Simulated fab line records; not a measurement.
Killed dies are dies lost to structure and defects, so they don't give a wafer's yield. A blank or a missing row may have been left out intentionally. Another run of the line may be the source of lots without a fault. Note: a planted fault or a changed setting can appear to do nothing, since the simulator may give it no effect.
Which tool was responsible?	flow sky130	Sampling: 14 lots, 42 wafers, 2 of 708 route steps

WHAT THE GAUGES READ, wafer by wafer
SKY_VIA2_BOW_MEAS_03. Usual: VIA2_BOW gives 85 um (standard deviation 7.7).
lot	measured	on	VIA2_BOW (um)	flag
L711	day 34 19:55	filmMetro-04	87 74 74	
L713	day 36 11:10	filmMetro-02	74 74 86	
L714	day 37 19:28	filmMetro-02	63 77 86	
L715	day 37 21:22	filmMetro-03	90 111 97	
L716	day 38 04:07	filmMetro-04	76 75 82	
L718	day 38 11:05	filmMetro-02	90 74 98	
L717	day 38 13:14	filmMetro-02	86 88 85	
L719	day 38 13:34	filmMetro-04	88 85 88	
L720	day 38 15:04	filmMetro-02	89 89 78	
L729	day 41 10:09	filmMetro-02	77 90 84	
L730	day 41 12:43	filmMetro-03	94 81 83	
L732	day 41 20:20	filmMetro-02	80 90 72	
L731	day 42 01:17	filmMetro-03	76 82 84	
L733	day 42 06:12	filmMetro-02	73 79 82	

EACH LOT AND THE TOOL THAT RAN IT (in order: tool; ch and the chambers of the sampled wafers; start)
lot	SKY_METAL2_DESCUM_17
L711	rieMetal-03 ch 0,1, day 34 18:36
L713	rieMetal-03 ch 0, day 36 09:35
L714	rieMetal-01 ch 0,1, day 37 18:09
L715	rieMetal-03 ch 0,1, day 37 19:45
L716	rieMetal-03 ch 0,1, day 38 02:48
L718	rieMetal-01 ch 0,1, day 38 09:48
L717	rieMetal-01 ch 0,1, day 38 11:57
L719	rieMetal-03 ch 0,1, day 38 12:18
L720	rieMetal-01 ch 0,1, day 38 13:48
L729	rieMetal-03 ch 0,1, day 41 08:52
L730	rieMetal-01 ch 0,1, day 41 11:27
L732	rieMetal-01 ch 0,1, day 41 19:03
L731	rieMetal-01 ch 0,1, day 41 23:43
L733	rieMetal-01 ch 0,1, day 42 04:39
- SKY_METAL2_DESCUM_17: chemistry O2, time 8 s.

WHAT THE TOOLS THEMSELVES READ (means of the sampled wafers that have a number; where no wafer has one, the mark that the record gives instead)
SKY_METAL2_DESCUM_17. Usual: drypumpMotorCurrentA 5.7 A, standard deviation 0.59; oesProductAu 1.001 a.u., standard deviation 0.011.
lot	tool	drypumpMotorCurrentA (A)	oesProductAu (a.u.)	flag
L711	rieMetal-03	6.3	0.997	
L713	rieMetal-03	6.5	1.004	
L714	rieMetal-01	5.5	0.989	
L715	rieMetal-03	6.3	0.996	
L716	rieMetal-03	6.3	1.002	
L718	rieMetal-01	5.5	0.991	
L717	rieMetal-01	5.5	0.991	
L719	rieMetal-03	6.2	0.988	
L720	rieMetal-01	5.5	1.002	
L729	rieMetal-03	6.2	0.993	
L730	rieMetal-01	5.5	0.994	
L732	rieMetal-01	5.5	0.994	
L731	rieMetal-01	5.2	1.003	
L733	rieMetal-01	5.5	0.998	

THE ANSWER, worked out from the rows above alone
Rule: a lot is off if the mean of its wafers that have a number lies more than 3 standard deviations from the usual mean. Also off: a lot with no number at a reading for which 4 or more lots have one. All remaining lots with rows at the step are treated as sound. The gauges are gone through in route order, then the tools' own readings, and for those a lot's mean is taken as printed above. At the first step where some lot is off, the reading lying furthest off is the one used; lots without a number count as furthest.
Nothing can be told from this: no lot is off at any reading shown.

WHAT HAD BEEN PUT IN BY THE SIMULATOR
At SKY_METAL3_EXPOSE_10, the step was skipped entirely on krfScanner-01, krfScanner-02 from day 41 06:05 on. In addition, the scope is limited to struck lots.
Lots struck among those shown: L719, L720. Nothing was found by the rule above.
